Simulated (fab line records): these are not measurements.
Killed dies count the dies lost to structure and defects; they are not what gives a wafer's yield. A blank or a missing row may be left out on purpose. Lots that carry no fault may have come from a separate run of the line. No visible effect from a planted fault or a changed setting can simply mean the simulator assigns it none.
The tool behind it: which one? || flow sky130 || 11 lots with 33 wafers sampled at 6 steps, on a route of 708 steps

WHAT THE GAUGES SHOWED, per wafer
Not one reading of a measure or inspect step in the record can be checked against a usual standard deviation.

EACH LOT AND THE TOOL THAT RAN IT (in order: tool; ch and the chambers of the sampled wafers; start)
{"lot": "L159", "SKY_SD_N_RTA_14": "rtp anneal-01 ch 0, day 27 08:40", "SKY_LI_CONTACT_ETCH_15": "rie diel-02 ch 0,2,3, day 28 14:41", "SKY_LI_CONTACT_SPUTTER_20": "pvd sputter-03, day 28 15:08", "SKY_LOCAL_INTERCONNECT_COAT_06": "litho track-03 ch 0, day 29 05:00", "SKY_LOCAL_INTERCONNECT_STRIP_15": "plasma asher-01 ch 0,1, day 29 19:33", "SKY_PAD_OPEN_PROBE_99": "-"}
{"lot": "L160", "SKY_SD_N_RTA_14": "rtp anneal-02 ch 0, day 28 00:40", "SKY_LI_CONTACT_ETCH_15": "rie diel-03 ch 1,2, day 29 05:41", "SKY_LI_CONTACT_SPUTTER_20": "pvd sputter-02, day 29 06:09", "SKY_LOCAL_INTERCONNECT_COAT_06": "litho track-03 ch 0, day 29 20:00", "SKY_LOCAL_INTERCONNECT_STRIP_15": "plasma asher-01 ch 0,1, day 30 11:17", "SKY_PAD_OPEN_PROBE_99": "-"}
{"lot": "L161", "SKY_SD_N_RTA_14": "rtp anneal-01 ch 0, day 28 11:25", "SKY_LI_CONTACT_ETCH_15": "rie diel-04 ch 0,2,3, day 29 15:58", "SKY_LI_CONTACT_SPUTTER_20": "pvd sputter-01, day 29 16:26", "SKY_LOCAL_INTERCONNECT_COAT_06": "litho track-02 ch 0, day 30 07:00", "SKY_LOCAL_INTERCONNECT_STRIP_15": "plasma asher-01 ch 0,1, day 30 21:04", "SKY_PAD_OPEN_PROBE_99": "-"}
{"lot": "L164", "SKY_SD_N_RTA_14": "rtp anneal-02 ch 0, day 29 09:49", "SKY_LI_CONTACT_ETCH_15": "rie diel-04 ch 0,2,3, day 30 14:05", "SKY_LI_CONTACT_SPUTTER_20": "pvd sputter-03, day 30 14:32", "SKY_LOCAL_INTERCONNECT_COAT_06": "litho track-04 ch 0, day 31 04:00", "SKY_LOCAL_INTERCONNECT_STRIP_15": "plasma asher-04 ch 0,1, day 31 19:00", "SKY_PAD_OPEN_PROBE_99": "-"}
{"lot": "L165", "SKY_SD_N_RTA_14": "rtp anneal-01 ch 0, day 29 20:58", "SKY_LI_CONTACT_ETCH_15": "rie diel-04 ch 0,2,3, day 31 01:40", "SKY_LI_CONTACT_SPUTTER_20": "pvd sputter-02, day 31 02:08", "SKY_LOCAL_INTERCONNECT_COAT_06": "litho track-03 ch 0, day 31 16:00", "SKY_LOCAL_INTERCONNECT_STRIP_15": "plasma asher-01 ch 0,1, day 32 05:58", "SKY_PAD_OPEN_PROBE_99": "-"}
{"lot": "L169", "SKY_SD_N_RTA_14": "rtp anneal-01 ch 0, day 31 17:01", "SKY_LI_CONTACT_ETCH_15": "rie diel-02 ch 0,3, day 32 20:38", "SKY_LI_CONTACT_SPUTTER_20": "pvd sputter-03, day 32 21:06", "SKY_LOCAL_INTERCONNECT_COAT_06": "litho track-02 ch 0, day 33 11:00", "SKY_LOCAL_INTERCONNECT_STRIP_15": "plasma asher-03 ch 0,1, day 34 00:18", "SKY_PAD_OPEN_PROBE_99": "-"}
{"lot": "L170", "SKY_SD_N_RTA_14": "rtp anneal-02 ch 0, day 31 18:22", "SKY_LI_CONTACT_ETCH_15": "rie diel-03 ch 1,2, day 32 22:13", "SKY_LI_CONTACT_SPUTTER_20": "pvd sputter-02, day 32 22:41", "SKY_LOCAL_INTERCONNECT_COAT_06": "litho track-02 ch 0, day 33 12:00", "SKY_LOCAL_INTERCONNECT_STRIP_15": "plasma asher-01 ch 0,1, day 34 02:11", "SKY_PAD_OPEN_PROBE_99": "-"}
{"lot": "L175", "SKY_SD_N_RTA_14": "rtp anneal-01 ch 0, day 33 20:35", "SKY_LI_CONTACT_ETCH_15": "rie diel-02 ch 0,1,3, day 35 00:14", "SKY_LI_CONTACT_SPUTTER_20": "pvd sputter-02, day 35 00:42", "SKY_LOCAL_INTERCONNECT_COAT_06": "litho track-04 ch 0, day 35 14:00", "SKY_LOCAL_INTERCONNECT_STRIP_15": "plasma asher-04 ch 0,1, day 36 04:03", "SKY_PAD_OPEN_PROBE_99": "-"}
{"lot": "L176", "SKY_SD_N_RTA_14": "rtp anneal-02 ch 0, day 34 00:10", "SKY_LI_CONTACT_ETCH_15": "rie diel-04 ch 2,3, day 35 02:59", "SKY_LI_CONTACT_SPUTTER_20": "pvd sputter-01, day 35 03:26", "SKY_LOCAL_INTERCONNECT_COAT_06": "litho track-03 ch 0, day 35 17:00", "SKY_LOCAL_INTERCONNECT_STRIP_15": "plasma asher-01 ch 0,1, day 36 07:06", "SKY_PAD_OPEN_PROBE_99": "-"}
{"lot": "L177", "SKY_SD_N_RTA_14": "rtp anneal-01 ch 0, day 34 01:16", "SKY_LI_CONTACT_ETCH_15": "rie diel-04 ch 1,2, day 35 04:20", "SKY_LI_CONTACT_SPUTTER_20": "pvd sputter-01, day 35 04:48", "SKY_LOCAL_INTERCONNECT_COAT_06": "litho track-03 ch 0, day 35 18:00", "SKY_LOCAL_INTERCONNECT_STRIP_15": "plasma asher-03 ch 0,1, day 36 08:34", "SKY_PAD_OPEN_PROBE_99": "-"}
{"lot": "L180", "SKY_SD_N_RTA_14": "rtp anneal-02 ch 0, day 35 10:27", "SKY_LI_CONTACT_ETCH_15": "rie diel-04 ch 0,2,3, day 36 13:26", "SKY_LI_CONTACT_SPUTTER_20": "pvd sputter-03, day 36 13:55", "SKY_LOCAL_INTERCONNECT_COAT_06": "litho track-03 ch 0, day 37 03:00", "SKY_LOCAL_INTERCONNECT_STRIP_15": "plasma asher-01 ch 0,1, day 37 16:46", "SKY_PAD_OPEN_PROBE_99": "prober-02, day 50 20:08"}
- SKY_SD_N_RTA_14: time 2 s.
- SKY_LI_CONTACT_ETCH_15: etches PSG in C4F8/O2/Ar, stops on Si, target depth 600 nm.
- SKY_LI_CONTACT_SPUTTER_20: material TiN, target thk 20 nm, time 80 s.
- SKY_LOCAL_INTERCONNECT_COAT_06: resist thk 450 nm.
- SKY_LOCAL_INTERCONNECT_STRIP_15: strips in O2/N2.
- SKY_PAD_OPEN_PROBE_99

AS READ BY THE TOOLS THEMSELVES (means over the sampled wafers that have a number; for cases with no such wafer, the mark the record gives instead)
SKY_SD_N_RTA_14. Usual: lamp power pct 15.74 %, standard deviation 0.055; ramp up c per s 150.00, standard deviation 0.029; wafer_temp_C_max 1078.2, standard deviation 1.3.
{"lot": "L159", "tool": "rtp anneal-01", "lamp power pct (%)": 15.73, "ramp up c per s": 149.98, "wafer_temp_C_max": 1077.4, "flag": ""}
{"lot": "L160", "tool": "rtp anneal-02", "lamp power pct (%)": 15.77, "ramp up c per s": 150.02, "wafer_temp_C_max": 1078.4, "flag": ""}
{"lot": "L161", "tool": "rtp anneal-01", "lamp power pct (%)": 15.76, "ramp up c per s": 150.02, "wafer_temp_C_max": 1076.4, "flag": ""}
{"lot": "L164", "tool": "rtp anneal-02", "lamp power pct (%)": 15.74, "ramp up c per s": 150.00, "wafer_temp_C_max": 1077.4, "flag": ""}
{"lot": "L165", "tool": "rtp anneal-01", "lamp power pct (%)": 15.77, "ramp up c per s": 149.99, "wafer_temp_C_max": 1077.9, "flag": ""}
{"lot": "L169", "tool": "rtp anneal-01", "lamp power pct (%)": 15.64, "ramp up c per s": 150.05, "wafer_temp_C_max": 1079.4, "flag": ""}
{"lot": "L170", "tool": "rtp anneal-02", "lamp power pct (%)": 15.72, "ramp up c per s": 150.00, "wafer_temp_C_max": 1077.4, "flag": ""}
{"lot": "L175", "tool": "rtp anneal-01", "lamp power pct (%)": 15.74, "ramp up c per s": 150.02, "wafer_temp_C_max": 1077.9, "flag": ""}
{"lot": "L176", "tool": "rtp anneal-02", "lamp power pct (%)": 15.78, "ramp up c per s": 150.00, "wafer_temp_C_max": 1077.9, "flag": ""}
{"lot": "L177", "tool": "rtp anneal-01", "lamp power pct (%)": 15.75, "ramp up c per s": 150.02, "wafer_temp_C_max": 1077.4, "flag": ""}
{"lot": "L180", "tool": "rtp anneal-02", "lamp power pct (%)": 15.74, "ramp up c per s": 150.02, "wafer_temp_C_max": 1079.8, "flag": ""}

SKY_LI_CONTACT_ETCH_15. Usual: bias w 1199 W, standard deviation 3.6; oes product au 0.836 a.u., standard deviation 0.0042; rf fwd power W 1493 W, standard deviation 5.
{"lot": "L159", "tool": "rie diel-02", "bias w (W)": 1198, "oes product au (a.u.)": 0.836, "rf fwd power W (W)": 1495, "flag": ""}
{"lot": "L160", "tool": "rie diel-03", "bias w (W)": 1201, "oes product au (a.u.)": 0.835, "rf fwd power W (W)": 1495, "flag": ""}
{"lot": "L161", "tool": "rie diel-04", "bias w (W)": 1199, "oes product au (a.u.)": 0.838, "rf fwd power W (W)": 1489, "flag": ""}
{"lot": "L164", "tool": "rie diel-04", "bias w (W)": 1200, "oes product au (a.u.)": 0.838, "rf fwd power W (W)": 1489, "flag": ""}
{"lot": "L165", "tool": "rie diel-04", "bias w (W)": 1200, "oes product au (a.u.)": 0.840, "rf fwd power W (W)": 1489, "flag": ""}
{"lot": "L169", "tool": "rie diel-02", "bias w (W)": 1198, "oes product au (a.u.)": 0.835, "rf fwd power W (W)": 1495, "flag": ""}
{"lot": "L170", "tool": "rie diel-03", "bias w (W)": 1197, "oes product au (a.u.)": 0.836, "rf fwd power W (W)": 1495, "flag": ""}
{"lot": "L175", "tool": "rie diel-02", "bias w (W)": 1198, "oes product au (a.u.)": 0.838, "rf fwd power W (W)": 1493, "flag": ""}
{"lot": "L176", "tool": "rie diel-04", "bias w (W)": 1199, "oes product au (a.u.)": 0.833, "rf fwd power W (W)": 1492, "flag": ""}
{"lot": "L177", "tool": "rie diel-04", "bias w (W)": 1196, "oes product au (a.u.)": 0.834, "rf fwd power W (W)": 1489, "flag": ""}
{"lot": "L180", "tool": "rie diel-04", "bias w (W)": 1201, "oes product au (a.u.)": 0.838, "rf fwd power W (W)": 1492, "flag": ""}

SKY_LI_CONTACT_SPUTTER_20. Usual: chamber pressure pa 4.999 Pa, standard deviation 0.011; throttle valve pct 30.0 %, standard deviation 0.9.
{"lot": "L159", "tool": "pvd sputter-03", "chamber pressure pa (Pa)": 5.002, "throttle valve pct (%)": 29.4, "flag": ""}
{"lot": "L160", "tool": "pvd sputter-02", "chamber pressure pa (Pa)": 4.985, "throttle valve pct (%)": 30.6, "flag": ""}
{"lot": "L161", "tool": "pvd sputter-01", "chamber pressure pa (Pa)": 4.996, "throttle valve pct (%)": 30.5, "flag": ""}
{"lot": "L164", "tool": "pvd sputter-03", "chamber pressure pa (Pa)": 4.994, "throttle valve pct (%)": 29.3, "flag": ""}
{"lot": "L165", "tool": "pvd sputter-02", "chamber pressure pa (Pa)": 4.987, "throttle valve pct (%)": 30.6, "flag": ""}
{"lot": "L169", "tool": "pvd sputter-03", "chamber pressure pa (Pa)": 5.005, "throttle valve pct (%)": 29.3, "flag": ""}
{"lot": "L170", "tool": "pvd sputter-02", "chamber pressure pa (Pa)": 4.997, "throttle valve pct (%)": 30.9, "flag": ""}
{"lot": "L175", "tool": "pvd sputter-02", "chamber pressure pa (Pa)": 4.993, "throttle valve pct (%)": 30.0, "flag": ""}
{"lot": "L176", "tool": "pvd sputter-01", "chamber pressure pa (Pa)": 4.999, "throttle valve pct (%)": 30.3, "flag": ""}
{"lot": "L177", "tool": "pvd sputter-01", "chamber pressure pa (Pa)": 5.000, "throttle valve pct (%)": 30.0, "flag": ""}
{"lot": "L180", "tool": "pvd sputter-03", "chamber pressure pa (Pa)": 5.010, "throttle valve pct (%)": 29.5, "flag": ""}

SKY_LOCAL_INTERCONNECT_COAT_06. Usual: resist line temp C 23.00 C, standard deviation 0.11; spin speed rpm 2999.8 rpm, standard deviation 2.
{"lot": "L159", "tool": "litho track-03", "resist line temp C (C)": 23.22, "spin speed rpm (rpm)": 2999.9, "flag": ""}
{"lot": "L160", "tool": "litho track-03", "resist line temp C (C)": 23.11, "spin speed rpm (rpm)": 3000.4, "flag": ""}
{"lot": "L161", "tool": "litho track-02", "resist line temp C (C)": 23.03, "spin speed rpm (rpm)": 3002.5, "flag": ""}
{"lot": "L164", "tool": "litho track-04", "resist line temp C (C)": 22.95, "spin speed rpm (rpm)": 3000.7, "flag": ""}
{"lot": "L165", "tool": "litho track-03", "resist line temp C (C)": 22.82, "spin speed rpm (rpm)": 2999.2, "flag": ""}
{"lot": "L169", "tool": "litho track-02", "resist line temp C (C)": 23.06, "spin speed rpm (rpm)": 2997.3, "flag": ""}
{"lot": "L170", "tool": "litho track-02", "resist line temp C (C)": 22.80, "spin speed rpm (rpm)": 3002.3, "flag": ""}
{"lot": "L175", "tool": "litho track-04", "resist line temp C (C)": 22.94, "spin speed rpm (rpm)": 3001.0, "flag": ""}
{"lot": "L176", "tool": "litho track-03", "resist line temp C (C)": 23.00, "spin speed rpm (rpm)": 2998.0, "flag": ""}
{"lot": "L177", "tool": "litho track-03", "resist line temp C (C)": 23.03, "spin speed rpm (rpm)": 2802.7, "flag": "OFF"}
{"lot": "L180", "tool": "litho track-03", "resist line temp C (C)": 23.05, "spin speed rpm (rpm)": 2803.0, "flag": "OFF"}

SKY_LOCAL_INTERCONNECT_STRIP_15. Usual: drypump motor current A 5.6 A, standard deviation 0.45; o2 flow sccm 3000 sccm, standard deviation 9.1; oes product au 0.427 a.u., standard deviation 0.0041; strip time to endpoint s 4.723 s, standard deviation 0.02.
{"lot": "L159", "tool": "plasma asher-01", "drypump motor current A (A)": 5.3, "o2 flow sccm (sccm)": 3000, "oes product au (a.u.)": 0.425, "strip time to endpoint s (s)": 4.733, "flag": ""}
{"lot": "L160", "tool": "plasma asher-01", "drypump motor current A (A)": 5.6, "o2 flow sccm (sccm)": 3004, "oes product au (a.u.)": 0.424, "strip time to endpoint s (s)": 4.732, "flag": ""}
{"lot": "L161", "tool": "plasma asher-01", "drypump motor current A (A)": 5.6, "o2 flow sccm (sccm)": 2999, "oes product au (a.u.)": 0.425, "strip time to endpoint s (s)": 4.701, "flag": ""}
{"lot": "L164", "tool": "plasma asher-04", "drypump motor current A (A)": 5.3, "o2 flow sccm (sccm)": 3006, "oes product au (a.u.)": 0.422, "strip time to endpoint s (s)": 4.713, "flag": ""}
{"lot": "L165", "tool": "plasma asher-01", "drypump motor current A (A)": 5.4, "o2 flow sccm (sccm)": 3005, "oes product au (a.u.)": 0.431, "strip time to endpoint s (s)": 4.747, "flag": ""}
{"lot": "L169", "tool": "plasma asher-03", "drypump motor current A (A)": 5.9, "o2 flow sccm (sccm)": 2998, "oes product au (a.u.)": 0.431, "strip time to endpoint s (s)": 4.717, "flag": ""}
{"lot": "L170", "tool": "plasma asher-01", "drypump motor current A (A)": 5.4, "o2 flow sccm (sccm)": 2998, "oes product au (a.u.)": 0.428, "strip time to endpoint s (s)": 4.747, "flag": ""}
{"lot": "L175", "tool": "plasma asher-04", "drypump motor current A (A)": 5.6, "o2 flow sccm (sccm)": 3000, "oes product au (a.u.)": 0.427, "strip time to endpoint s (s)": 4.694, "flag": ""}
{"lot": "L176", "tool": "plasma asher-01", "drypump motor current A (A)": 5.6, "o2 flow sccm (sccm)": 2990, "oes product au (a.u.)": 0.427, "strip time to endpoint s (s)": 4.736, "flag": ""}
{"lot": "L177", "tool": "plasma asher-03", "drypump motor current A (A)": 5.9, "o2 flow sccm (sccm)": 3005, "oes product au (a.u.)": 0.432, "strip time to endpoint s (s)": 4.867, "flag": "OFF"}
{"lot": "L180", "tool": "plasma asher-01", "drypump motor current A (A)": 5.4, "o2 flow sccm (sccm)": 2995, "oes product au (a.u.)": 0.431, "strip time to endpoint s (s)": 4.907, "flag": "OFF"}

SKY_PAD_OPEN_PROBE_99. Usual: killed_at_M0_to_M3 44, standard deviation 7.6; killed_at_M4_up 3.2, standard deviation 1.7; killed at contacts 24, standard deviation 5.7; killed at front end 16, standard deviation 3.9; killed at other 0.2, standard deviation 0.45; killed dies 87, standard deviation 9.5; killed open 47, standard deviation 6.9; killed short 40, standard deviation 5.8.
{"lot": "L180", "tool": "prober-02", "killed_at_M0_to_M3": 33, "killed_at_M4_up": 4.0, "killed at contacts": 24, "killed at front end": 17, "killed at other": 0.0, "killed dies": 78, "killed open": 43, "killed short": 35, "flag": ""}

THE ANSWER, worked out from the rows above alone
Rule: a lot is off if the mean of its wafers that have a number lies more than 3 standard deviations from the usual mean. Also off: a lot with no number at a reading for which 4 or more lots have one. All remaining lots with rows at the step are treated as sound. First the gauges in route order, then the tools' own readings, where a lot's mean is used as printed above. The first step at which some lot is off is used, and at that step the reading that is off furthest; a lot without a number counts as furthest.
Off: L177, L180, at SKY_LOCAL_INTERCONNECT_COAT_06 (spin speed rpm).
A tool fits if, at that step or a process step before it, it ran every lot that is off, and no sound lot after the first of them. This does not decide it: 2 tools fit, namely rie diel-04 at SKY_LI_CONTACT_ETCH_15 and litho track-03 at SKY_LOCAL_INTERCONNECT_COAT_06.

WHAT HAD BEEN PUT IN BY THE SIMULATOR
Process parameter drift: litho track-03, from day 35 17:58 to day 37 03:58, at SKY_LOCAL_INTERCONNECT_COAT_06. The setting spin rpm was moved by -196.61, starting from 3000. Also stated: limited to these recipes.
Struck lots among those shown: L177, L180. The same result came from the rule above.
